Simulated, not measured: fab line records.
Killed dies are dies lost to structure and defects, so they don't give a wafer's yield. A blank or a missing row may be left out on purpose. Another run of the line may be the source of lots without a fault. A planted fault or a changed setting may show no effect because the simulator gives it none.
Chamber matching | flow gf180mcu | GF_CONTACT_CMP_27 on cmp-02: 4 sister chambers
The step polishes, stops on SiO2, t overpolish 15 s, target thk 0 nm. 8 wafers are shown with their chamber, then 8 later ones without.

## WAFERS PAIRED WITH THEIR CHAMBERS
wafer  | chamber | motor_current_A (A) | time_to_endpoint_s (s)
L117.1 | 2       | 10.7                | 73
L124.2 | 0       | 10.2                | 66
L132.2 | 3       | 11.7                | 80
L132.3 | 2       | 10.4                | 76
L134.1 | 3       | 11.8                | 77
L134.2 | 1       | 11.8                | 75
L134.4 | 0       | 10.5                | 68
L135.1 | 1       | 11.4                | 75

## WAFERS WITHOUT THEIR CHAMBER
wafer  | motor_current_A (A) | time_to_endpoint_s (s)
L135.4 | 10.9                | 74
L135.6 | 10.0                | 68
L137.1 | 10.1                | 72
L137.2 | 10.2                | 72
L137.3 | 10.7                | 69
L138.1 | 11.7                | 72
L138.3 | 11.6                | 74
L138.4 | 11.1                | 71

## EACH ONE'S CHAMBER
wafer  | from the rows above          | in truth
L135.4 | can't be placed: 2 or 1      | 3
L135.6 | 0                            | 0
L137.1 | can't be placed: 2 or 0      | 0
L137.2 | can't be placed: 2 or 0      | 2
L137.3 | can't be placed: 0 or 2      | 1
L138.1 | 1                            | 1
L138.3 | 1                            | 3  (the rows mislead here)
L138.4 | can't be placed: 2 or 1 or 0 | 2
2 of 8 placed correctly. From these rows, 5 cannot be placed; in 3 the true chamber is one of the candidates. Wrongly placed: 1.
How it was worked out, from the rows above alone: a wafer's distance from a chamber is the root of the sum, over the readings, of the square of ((its reading less the chamber's mean) divided by the reading's scatter). If the next closest chamber is less than 2 further off than the closest, the wafer can't be placed; otherwise it belongs to the closest. Each chamber's mean is taken over the wafers shown for it. The scatter: take each reading less its chamber's mean, square it, sum over the shown wafers, divide by the number of wafers less the number of chambers, and take the root.
